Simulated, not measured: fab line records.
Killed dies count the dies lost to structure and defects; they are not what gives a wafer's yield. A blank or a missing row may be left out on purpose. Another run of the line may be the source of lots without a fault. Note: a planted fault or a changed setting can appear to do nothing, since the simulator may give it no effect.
fab line records	flow sky130	part 1 of 2: steps 1 to 23 of 33
record: lots: 5	wafers: 15	last_day: 50
route steps=708 shown METAL4@631 VIA4@639 METAL5@661
lots that met no fault: from a run of the same line without faults
start_h: hours from the record's opening day to when the first of the lot's shown wafers began	wait_h: how many hours have passed since the lot's step before this one	" unchanged from the row above	L1.1+2: a row that stands for several wafers	- no value, or no start was given	* or withheld: withheld	< > ~ a bound
route shown NAME@n: names a module that has steps shown in the file, with the first one's number in the route	usual: the fault-free wafers' mean and standard deviation	same: alike in all rows	chamber/n: place in a boat	sites: per-site readings	_std_site: the standard deviation of these	_edge_site: the outer-site mean with the inner-site mean subtracted	radius_mm: how far each site lies from the wafer's centre	mask NAME#n: copy n	behind: the most recent tool/chamber to have shaped the wafer	hold: why the lot was held/for how many hours/how that ended	device: transistor that didn't switch, given as n, p or np	end of line: tests of these same wafers at the route's end	step lacking rows: just its recipe	killed: not the wafer's yield, but the dies lost to structure and defects at the first sort	map: dies across one wafer; x = killed, . = not, _ = none there
set.NAME: the setting the step ran with; set.NAME@STEP: the setting that earlier step ran with	model.NAME: the simulator's own value behind a step, which no gauge read
certain route steps with their lots: each step a table, each wafer a row
services: a tool's chamber out of use, with start hour (start_h, from the record's first day; less than 0 if before it), hours out, and reason
== steps ==
step: SKY_METAL4_DESCUM_15
recipe: chemistry: O2	source_power_w: 150	bias_power_w: 0	pressure_mtorr: 10	temp_c: 40	time_s: 8
usual: drypump_motor_current_A: 5.5/0.49	oes_product_au: 1.004/0.01	temp_c: 39.98/0.11
same: bias_power_w: 0
lot.wafer	tool	chamber	start_h	wait_h	drypump_motor_current_A	oes_product_au	rf_hours_counter_h	temp_c
L074.1	rie_metal-03	0	979.61	0.0	5.0	1.010	7	40.09
L074.3	"	0	"	"	5.0	1.015	-	39.98
L074.6	"	0	"	"	5.0	1.019	-	40.02
L079.1	rie_metal-03	1	1030.01	0.0	5.8	1.002	13	40.07
L079.3	"	0	"	"	5.0	1.008	-	39.87
L079.5	"	1	"	"	5.8	1.018	-	39.86
L088.1	rie_metal-03	1	1078.37	0.0	5.8	1.006	16	39.88
L088.3	"	0	"	"	5.0	1.006	-	39.99
L088.6	"	1	"	"	5.8	1.007	-	39.96
L092.4	rie_metal-03	0	1101.30	0.0	5.0	1.007	-	40.10
L092.5	"	1	"	"	5.8	1.003	-	39.79
L092.6	"	0	"	"	5.0	1.001	-	40.08
L096.4	rie_metal-01	0	1119.20	0.0	5.3	0.998	-	40.01
L096.5	"	1	"	"	4.9	0.990	-	39.91
L096.6	"	0	"	"	5.2	0.995	-	39.89
step: SKY_METAL4_ETCH_16
recipe: chemistry: N2/H2	target: BARC	ion_energy_ev: 200	bias_w: 100	pressure_mtorr: 30	n2_flow_sccm: 100	h2_flow_sccm: 200	icp_w: 500	stop_on: SiO2	time_s: 88.2	target_depth_a: 600
usual: bias_w: 99.99/0.28	drypump_motor_current_A: 5.5/0.5	oes_product_au: 0.626/0.0044	throttle_valve_pct: 13.205/0.0087
lot.wafer	tool	chamber	start_h	wait_h	bias_w	drypump_motor_current_A	oes_product_au	rf_hours_counter_h	throttle_valve_pct
L074.1	rie_metal-03	0	979.64	0.0	99.86	5.0	0.625	7	13.203
L074.3	"	0	"	"	100.36	5.0	0.632	-	13.213
L074.6	"	0	"	"	99.99	5.0	0.633	-	13.216
L079.1	rie_metal-03	1	1030.05	0.0	99.72	5.8	0.625	13	13.201
L079.3	"	0	"	"	99.63	5.0	0.623	-	13.202
L079.5	"	1	"	"	100.22	5.8	0.627	-	13.186
L088.1	rie_metal-03	1	1078.40	0.0	100.15	5.9	0.629	16	13.205
L088.3	"	0	"	"	99.96	5.0	0.620	-	13.205
L088.6	"	1	"	"	99.76	5.8	0.626	-	13.197
L092.4	rie_metal-03	0	1101.35	0.0	100.15	5.0	0.626	-	13.206
L092.5	"	1	"	"	99.84	5.8	0.631	-	13.212
L092.6	"	0	"	"	100.32	5.0	0.630	-	13.212
L096.4	rie_metal-01	0	1119.25	0.0	99.84	5.3	0.625	-	13.215
L096.5	"	1	"	"	100.64	4.9	0.628	-	13.206
L096.6	"	0	"	"	100.14	5.3	0.628	-	13.200
step: SKY_METAL4_ETCH_17
recipe: target: SiO2	stop_on: TiN	chemistry: C4F8/O2/Ar	source_w: 1500	bias_w: 1200	pressure_mtorr: 40	c4f8_flow_sccm: withheld	O2_flow_sccm: 6	Ar_flow_sccm: 300	time_s: 3.9	target_depth_a: 150
usual: bias_w: 1201/3.5	oes_product_au: 0.753/0.0063
lot.wafer	tool	chamber	start_h	wait_h	bias_w	oes_product_au	rf_hours_counter_h
L074.1	rie_diel-03	2	979.74	0.1	1199	0.752	14
L074.3	"	0	"	"	1204	0.736	21
L074.6	"	1	"	"	1200	0.765	-
L079.1	rie_diel-01	3	1030.14	0.1	1198	0.748	15
L079.3	"	1	"	"	1204	0.750	6
L079.5	"	3	"	"	1199	0.755	-
L088.1	rie_diel-04	2	1078.50	0.1	1199	0.742	13
L088.3	"	1	"	"	1194	0.746	15
L088.6	"	3	"	"	1200	0.760	-
L092.4	rie_diel-03	3	1101.42	0.0	1196	0.746	10
L092.5	"	2	"	"	1198	0.758	-
L092.6	"	3	"	"	1199	0.753	-
L096.4	rie_diel-03	0	1119.32	0.0	1201	0.751	26
L096.5	"	1	"	"	1199	0.756	-
L096.6	"	0	"	"	1200	0.749	-
step: SKY_METAL4_METAL_ETCH_18
recipe: target_depth_a: 8450	stop_on: SiO2	over_etch_frac: 0.3	time_s: 183.1	chemistry: Cl2/BCl3	resist_sidewall_deg: 88	pressure_mtorr: 10	icp_w: 900	bias_w: 48.5	Cl2_flow_sccm: 60	bcl3_flow_sccm: 30
usual: bias_w: 48.48/0.15	drypump_motor_current_A: 5.5/0.53	oes_product_au: 0.866/0.0075	throttle_valve_pct: 22.265/0.0096
lot.wafer	tool	chamber	start_h	wait_h	bias_w	drypump_motor_current_A	oes_product_au	rf_hours_counter_h	throttle_valve_pct
L074.1	rie_metal-02	1	979.76	0.0	48.02	6.4	0.870	11	22.289
L074.3	"	0	"	"	48.38	6.0	0.878	-	22.272
L074.6	"	0	"	"	48.52	6.0	0.870	-	22.264
L079.1	rie_metal-01	0	1030.16	0.0	48.46	5.2	0.878	14	22.266
L079.3	"	1	"	"	48.49	4.9	0.874	-	22.262
L079.5	"	1	"	"	48.58	4.9	0.865	-	22.251
L088.1	rie_metal-01	1	1078.52	0.0	48.63	4.9	0.866	23	22.261
L088.3	"	1	"	"	48.48	4.9	0.876	-	22.265
L088.6	"	1	"	"	48.44	4.8	0.868	-	22.246
L092.4	rie_metal-01	0	1101.61	0.2	48.68	5.3	0.858	-	22.278
L092.5	"	0	"	"	48.42	5.3	0.850	-	22.253
L092.6	"	0	"	"	48.63	5.3	0.861	-	22.266
L096.4	rie_metal-02	1	1119.40	0.1	48.10	6.3	0.864	-	22.272
L096.5	"	0	"	"	48.60	5.9	0.867	-	22.268
L096.6	"	1	"	"	48.46	6.3	0.876	-	22.264
step: SKY_METAL4_STRIP_19
recipe: chemistry: O2/N2	power_w: 1400	pressure_mtorr: 1500	platen_temp_c: withheld	o2_flow_sccm: 3000	n2_flow_sccm: 300	overash_fraction: 0.5
usual: drypump_motor_current_A: 5.60/0.29	oes_product_au: 0.503/0.0059	strip_time_to_endpoint_s: 6.54/0.082
lot.wafer	tool	chamber	start_h	wait_h	drypump_motor_current_A	oes_product_au	rf_hours_counter_h	strip_time_to_endpoint_s
L074.1	plasma_asher-02	0	979.94	0.1	5.57	0.497	82	6.62
L074.3	"	1	"	"	5.42	0.493	-	6.49
L074.6	"	1	"	"	5.48	0.502	-	6.47
L079.1	plasma_asher-04	0	1030.34	0.1	5.58	0.500	60	6.51
L079.3	"	1	"	"	5.92	0.506	-	6.61
L079.5	"	1	"	"	5.93	0.513	-	6.57
L088.1	plasma_asher-04	1	1078.69	0.1	5.89	0.500	65	6.53
L088.3	"	0	"	"	5.63	0.496	-	6.50
L088.6	"	0	"	"	5.61	0.493	-	6.47
L092.4	plasma_asher-02	1	1101.83	0.2	5.45	0.507	-	6.52
L092.5	"	0	"	"	5.56	0.500	-	6.51
L092.6	"	1	"	"	5.46	0.499	-	6.49
L096.4	plasma_asher-03	1	1119.55	0.1	6.01	0.504	-	6.64
L096.5	"	0	"	"	5.15	0.494	-	6.48
L096.6	"	1	"	"	6.01	0.495	-	6.59
step: SKY_METAL4_STRIP_20
recipe: chemistry: post_etch_residue_remover	time_s: 1200	temp_c: 72.5
usual: temp_c: 72.50/0.13
lot.wafer	tool	chamber	start_h	wait_h	temp_c
L074.1	wet_bench-04	1	980.04	0.1	72.51
L074.3	"	1	"	"	72.53
L074.6	"	1	"	"	72.59
L079.1	wet_bench-03	1	1030.44	0.1	72.64
L079.3	"	1	"	"	72.63
L079.5	"	1	"	"	72.60
L088.1	wet_bench-01	2	1078.79	0.1	72.54
L088.3	"	2	"	"	72.67
L088.6	"	2	"	"	72.53
L092.4	wet_bench-01	1	1101.89	0.0	72.56
L092.5	"	1	"	"	72.61
L092.6	"	1	"	"	72.65
L096.4	wet_bench-03	2	1119.61	0.0	72.65
L096.5	"	2	"	"	72.53
L096.6	"	2	"	"	72.55
step: SKY_METAL4_CLEAN_21
recipe: chemistry: IPA	time_s: 180	temp_c: 25
usual: temp_c: 25.00/0.1
lot.wafer	tool	chamber	start_h	wait_h	temp_c
L074.1	wet_bench-01	3	980.38	0.0	25.13
L074.3	"	3	"	"	25.14
L074.6	"	3	"	"	25.00
L079.1	wet_bench-01	3	1030.78	0.0	24.97
L079.3	"	3	"	"	24.92
L079.5	"	3	"	"	24.95
L088.1	wet_bench-04	3	1079.14	0.0	25.07
L088.3	"	3	"	"	25.00
L088.6	"	3	"	"	25.13
L092.4	wet_bench-01	1	1102.23	0.0	24.94
L092.5	"	1	"	"	24.95
L092.6	"	1	"	"	25.16
L096.4	wet_bench-03	2	1119.99	0.0	24.82
L096.5	"	2	"	"	24.91
L096.6	"	2	"	"	25.07
step: SKY_METAL4_CLEAN_22
recipe: chemistry: O3/DIW	dry: n2_spin
lot.wafer	tool	chamber	start_h	wait_h
L074.1+3+6	wet_bench-04	1	980.45	0.0
L079.1+3+5	wet_bench-04	0	1030.85	0.0
L088.1+3+6	wet_bench-04	0	1079.20	0.0
L092.4+5+6	wet_bench-04	0	1102.29	0.0
L096.4+5+6	wet_bench-03	1	1120.05	0.0
step: SKY_VIA4_HDPCVD_00
recipe: material: SiO2	target_thk_nm: 1750	sigma_open_frac: 0.3	time_s: 291.7	temp_c: 400	sih4_flow_sccm: 60	pressure_mtorr: 6
lot.wafer	tool	chamber	start_h	wait_h
L074.1+3+6	hdpcvd-01	0,2,2	980.54	0.0
L079.1+3+5	hdpcvd-02	0,2,1	1030.94	0.0
L088.1+3+6	hdpcvd-02	2,1,1	1079.30	0.0
L092.4+5+6	hdpcvd-02	1,0,2	1102.47	0.1
L096.4+5+6	hdpcvd-02	2,0,1	1120.24	0.1
step: SKY_VIA4_THK_MEAS_01
recipe: reads: SiO2_of_VIA4_HDPCVD_00
usual: VIA4_HDPCVD_THK: 1755/16
lot.wafer	tool	chamber	start_h	wait_h	VIA4_HDPCVD_THK[nm]
L074.1	film_metro-02	-	980.72	0.1	1741
L074.3	"	-	"	"	1719
L074.6	"	-	"	"	1726
L079.1	film_metro-04	-	1031.12	0.1	1769
L079.3	"	-	"	"	1758
L079.5	"	-	"	"	1756
L088.1	film_metro-02	-	1079.48	0.1	1747
L088.3	"	-	"	"	1763
L088.6	"	-	"	"	1775
L092.4	film_metro-04	-	1102.59	0.0	1749
L092.5	"	-	"	"	1756
L092.6	"	-	"	"	1762
L096.4	film_metro-02	-	1120.36	0.0	1767
L096.5	"	-	"	"	1754
L096.6	"	-	"	"	1759
step: SKY_VIA4_CMP_02
recipe: material: SiO2	down_force_psi: 4	platen_rpm: 60	pad_velocity_m_s: 0.94248
usual: motor_current_A: 11.4/1.3	platen_rpm: 60.00/0.039	slurry_filter_dp_kPa: 13.51/0.14
lot.wafer	tool	chamber	start_h	wait_h	motor_current_A	platen_rpm	slurry_filter_dp_kPa
L074.1	cmp-01	2	980.83	0.1	10.3	60.05	13.66
L074.3	"	0	"	"	11.9	60.01	13.64
L074.6	"	2	"	"	10.6	60.00	13.29
L079.1	cmp-02	1	1031.18	0.1	13.2	60.03	13.64
L079.3	"	2	"	"	10.9	59.98	13.56
L079.5	"	2	"	"	10.6	60.00	13.44
L088.1	cmp-02	2	1079.54	0.1	10.7	60.01	13.31
L088.3	"	1	"	"	13.4	59.96	13.34
L088.6	"	3	"	"	9.2	60.01	13.54
L092.4	cmp-02	0	1102.77	0.2	12.9	60.03	13.49
L092.5	"	1	"	"	13.6	60.05	13.71
L092.6	"	2	"	"	11.0	60.00	13.49
L096.4	cmp-02	3	1120.49	0.1	9.7	60.01	13.52
L096.6	"	1	"	"	13.4	59.98	13.52
L096.5	"	2	"	"	10.0	59.91	13.47
step: SKY_VIA4_BOW_MEAS_03
recipe: mode: bow
usual: VIA4_BOW: 79/9
lot.wafer	tool	chamber	start_h	wait_h	VIA4_BOW[um]
L074.1	film_metro-04	-	981.08	0.2	73
L074.3	"	-	"	"	71
L074.6	"	-	"	"	73
L079.1	film_metro-02	-	1031.48	0.2	89
L079.3	"	-	"	"	87
L079.5	"	-	"	"	91
L088.1	film_metro-04	-	1079.84	0.2	71
L088.3	"	-	"	"	68
L088.6	"	-	"	"	80
L092.4	film_metro-01	-	1102.98	0.2	77
L092.5	"	-	"	"	70
L092.6	"	-	"	"	77
L096.4	film_metro-02	-	1120.75	0.2	87
L096.5	"	-	"	"	86
L096.6	"	-	"	"	85
step: SKY_VIA4_DEHYDRATE_04
recipe: temp_c: 200	time_s: 60
lot.wafer	tool	chamber	start_h	wait_h
L074.1+3+6	litho_track-04	0	992.31	11.2
L079.1+3+5	litho_track-04	0	1041.86	10.4
L088.1+3+6	litho_track-04	0	1089.31	9.5
L092.4+5+6	litho_track-03	0	1113.23	10.2
L096.4+5+6	litho_track-03	0	1130.13	9.4
step: SKY_VIA4_HMDS_05
recipe: prime_time_s: 60	prime_temp_c: 120
usual: prime_temp_c: 120.00/0.12
lot.wafer	tool	chamber	start_h	wait_h	prime_temp_c
L074.1	litho_track-04	0	992.46	0.1	119.88
L074.3	"	0	"	"	120.09
L074.6	"	0	"	"	119.89
L079.1	litho_track-04	0	1042.01	0.1	120.14
L079.3	"	0	"	"	119.83
L079.5	"	0	"	"	119.82
L088.1	litho_track-04	0	1089.46	0.1	120.02
L088.3	"	0	"	"	119.77
L088.6	"	0	"	"	119.90
L092.4	litho_track-03	0	1113.38	0.1	120.22
L092.5	"	0	"	"	120.05
L092.6	"	0	"	"	120.19
L096.4	litho_track-03	0	1130.28	0.1	120.18
L096.5	"	0	"	"	120.22
L096.6	"	0	"	"	120.03
step: SKY_VIA4_COAT_06
recipe: resist: NOVOLAK	spin_rpm: 3000	resist_thk_nm: 1140
usual: spin_speed_rpm: 2999.9/1.8
lot.wafer	tool	chamber	start_h	wait_h	spin_speed_rpm
L074.1	litho_track-04	0	992.61	0.1	3000.7
L074.3	"	0	"	"	3000.4
L074.6	"	0	"	"	2999.7
L079.1	litho_track-04	0	1042.16	0.1	3000.0
L079.3	"	0	"	"	3002.5
L079.5	"	0	"	"	2998.9
L088.1	litho_track-04	0	1089.61	0.1	2998.5
L088.3	"	0	"	"	2996.8
L088.6	"	0	"	"	2998.9
L092.4	litho_track-03	0	1113.53	0.1	2999.7
L092.5	"	0	"	"	3000.4
L092.6	"	0	"	"	2999.8
L096.4	litho_track-03	0	1130.43	0.1	3001.1
L096.5	"	0	"	"	2999.9
L096.6	"	0	"	"	2996.9
step: SKY_VIA4_SOFTBAKE_07
recipe: temp_c: 90	time_s: 60	resist: NOVOLAK
lot.wafer	tool	chamber	start_h	wait_h
L074.1+3+6	litho_track-04	0	992.76	0.1
L079.1+3+5	litho_track-04	0	1042.31	0.1
L088.1+3+6	litho_track-04	0	1089.76	0.1
L092.4+5+6	litho_track-03	0	1113.68	0.1
L096.4+5+6	litho_track-03	0	1130.58	0.1
step: SKY_VIA4_EXPOSE_08
recipe: mask_id: VIM4	na: 0.6	source_shape: conventional	sigma_outer: 0.6	polarization: unpolarized	target_cd_nm: 800	dose_mj: 132
usual: stage_vel_mm_s: 500.02/0.24
lot.wafer	tool	chamber	start_h	wait_h	mask	stage_vel_mm_s
L074.1	iline_stepper-01	0	-	-	VIM4#0	499.88
L074.3	"	0	"	"	VIM4#0	499.56
L074.6	"	0	"	"	VIM4#0	499.71
L079.1	iline_stepper-02	0	-	-	VIM4#0	500.24
L079.3	"	0	"	"	VIM4#0	499.74
L079.5	"	0	"	"	VIM4#0	499.84
L088.1	iline_stepper-01	0	-	-	VIM4#0	499.69
L088.3	"	0	"	"	VIM4#0	499.61
L088.6	"	0	"	"	VIM4#0	499.79
L092.4	iline_stepper-01	0	-	-	VIM4#0	499.97
L092.5	"	0	"	"	VIM4#0	499.78
L092.6	"	0	"	"	VIM4#0	499.88
L096.4	iline_stepper-02	0	-	-	VIM4#0	500.30
L096.5	"	0	"	"	VIM4#0	500.50
L096.6	"	0	"	"	VIM4#0	500.24
step: SKY_VIA4_PEB_09
recipe: temp_c: withheld	time_s: *	resist: NOVOLAK
lot.wafer	tool	chamber	start_h	wait_h
L074.1+3+6	litho_track-02	0	-	-
L079.1+3+5	litho_track-04	0	-	-
L088.1+3+6	litho_track-02	0	-	-
L092.4+5+6	litho_track-03	0	-	-
L096.4+5+6	litho_track-04	0	-	-
step: SKY_VIA4_DEVELOP_10
recipe: resist: NOVOLAK	developer: TMAH	develop_time_s: 60	dev_temp_c: 23
usual: developer_temp_C: 23.01/0.11
lot.wafer	tool	chamber	start_h	wait_h	developer_temp_C
L074.1	litho_track-02	0	1004.28	0.1	23.03
L074.3	"	0	"	"	22.84
L074.6	"	0	"	"	23.11
L079.1	litho_track-04	0	1053.66	0.1	23.13
L079.3	"	0	"	"	22.99
L079.5	"	0	"	"	23.09
L088.1	litho_track-02	0	1098.03	0.1	22.98
L088.3	"	0	"	"	23.06
L088.6	"	0	"	"	22.99
L092.4	litho_track-03	0	1122.98	0.1	23.11
L092.5	"	0	"	"	22.96
L092.6	"	0	"	"	23.03
L096.4	litho_track-04	0	1140.49	0.1	23.01
L096.5	"	0	"	"	23.02
L096.6	"	0	"	"	22.94
step: SKY_VIA4_OVL_MEAS_11
usual: VIA4_OVL: 0.4/1.1
lot.wafer	tool	chamber	start_h	wait_h	VIA4_OVL[nm]
L074.1	overlay-01	-	1004.43	0.1	0.1
L074.3	"	-	"	"	-0.3
L074.6	"	-	"	"	0.3
L079.1	overlay-02	-	1053.81	0.1	1.0
L079.3	"	-	"	"	0.3
L079.5	"	-	"	"	-0.1
L088.1	overlay-02	-	1098.18	0.1	-0.6
L088.3	"	-	"	"	-0.2
L088.6	"	-	"	"	-1.1
L092.4	overlay-02	-	1123.07	0.1	-0.6
L092.5	"	-	"	"	-1.9
L092.6	"	-	"	"	0.7
L096.4	overlay-01	-	1140.58	0.1	0.4
L096.5	"	-	"	"	1.2
L096.6	"	-	"	"	0.7
step: SKY_VIA4_ETCH_12
recipe: target: SiO2	chemistry: C4F8/O2/Ar	stop_on: TiN	mask_material: NOVOLAK	source_w: 1500	bias_w: 1200	pressure_mtorr: 40	c4f8_flow_sccm: withheld	O2_flow_sccm: 6	Ar_flow_sccm: 300	time_s: withheld	target_depth_a: 5800
usual: bias_w: 1200/3.7	oes_product_au: 0.927/0.0049
lot.wafer	tool	chamber	start_h	wait_h	bias_w	oes_product_au
L074.1	rie_diel-02	2	1004.47	0.0	1196	0.923
L074.3	"	1	"	"	1198	0.929
L074.6	"	2	"	"	1195	0.923
L079.1	rie_diel-03	3	1053.85	0.0	1199	0.923
L079.3	"	2	"	"	1205	0.924
L079.5	"	2	"	"	1198	0.916
L088.1	rie_diel-01	1	1098.22	0.0	1197	0.931
L088.3	"	3	"	"	1207	0.924
L088.6	"	0	"	"	1203	0.933
L092.4	rie_diel-01	0	1123.09	0.0	1204	0.924
L092.5	"	3	"	"	1197	0.935
L092.6	"	2	"	"	1196	0.929
L096.4	rie_diel-01	0	1140.60	0.0	1201	0.933
L096.5	"	0	"	"	1206	0.928
L096.6	"	1	"	"	1200	0.920
step: SKY_VIA4_STRIP_13
recipe: chemistry: O2/N2	power_w: 1400	pressure_mtorr: 1500	platen_temp_c: withheld	o2_flow_sccm: 3000	n2_flow_sccm: 300	overash_fraction: 0.5
usual: drypump_motor_current_A: 5.68/0.24	oes_product_au: 0.710/0.0045	strip_time_to_endpoint_s: 12.802/0.027
lot.wafer	tool	chamber	start_h	wait_h	drypump_motor_current_A	oes_product_au	rf_hours_counter_h	strip_time_to_endpoint_s
L074.1	plasma_asher-02	0	1004.54	-	5.54	0.706	84	12.779
L074.3	"	1	"	"	5.47	0.711	-	12.796
L074.6	"	1	"	"	5.48	0.707	-	12.776
L079.1	plasma_asher-04	0	1053.92	-	5.64	0.714	62	12.787
L079.3	"	1	"	"	5.92	0.711	-	12.870
L079.5	"	0	"	"	5.66	0.721	-	12.820
L088.1	plasma_asher-04	1	1098.29	-	5.90	0.711	68	12.797
L088.3	"	0	"	"	5.62	0.706	-	12.719
L088.6	"	1	"	"	5.94	0.715	-	12.769
L092.4	plasma_asher-02	0	1123.20	-	5.55	0.708	-	12.768
L092.5	"	1	"	"	5.46	0.709	-	12.785
L092.6	"	0	"	"	5.58	0.715	-	12.828
L096.4	plasma_asher-01	1	1140.70	-	5.57	0.715	-	12.795
L096.5	"	1	"	"	5.53	0.709	-	12.798
L096.6	"	0	"	"	6.33	0.712	-	12.835
step: SKY_VIA4_STRIP_14
recipe: chemistry: post_etch_residue_remover	time_s: 1200	temp_c: 72.5
usual: temp_c: 72.51/0.13
lot.wafer	tool	chamber	start_h	wait_h	temp_c
L074.1	wet_bench-03	0	1004.64	0.1	72.43
L074.3	"	0	"	"	72.47
L074.6	"	0	"	"	72.45
L079.1	wet_bench-01	1	1054.02	0.1	72.53
L079.3	"	1	"	"	72.25
L079.5	"	1	"	"	72.53
L088.1	wet_bench-01	2	1098.39	0.1	72.54
L088.3	"	2	"	"	72.68
L088.6	"	2	"	"	72.36
L092.4	wet_bench-01	1	1123.26	0.0	72.41
L092.5	"	1	"	"	72.35
L092.6	"	1	"	"	72.33
L096.4	wet_bench-02	1	1140.77	0.0	72.45
L096.5	"	1	"	"	72.39
L096.6	"	1	"	"	72.44
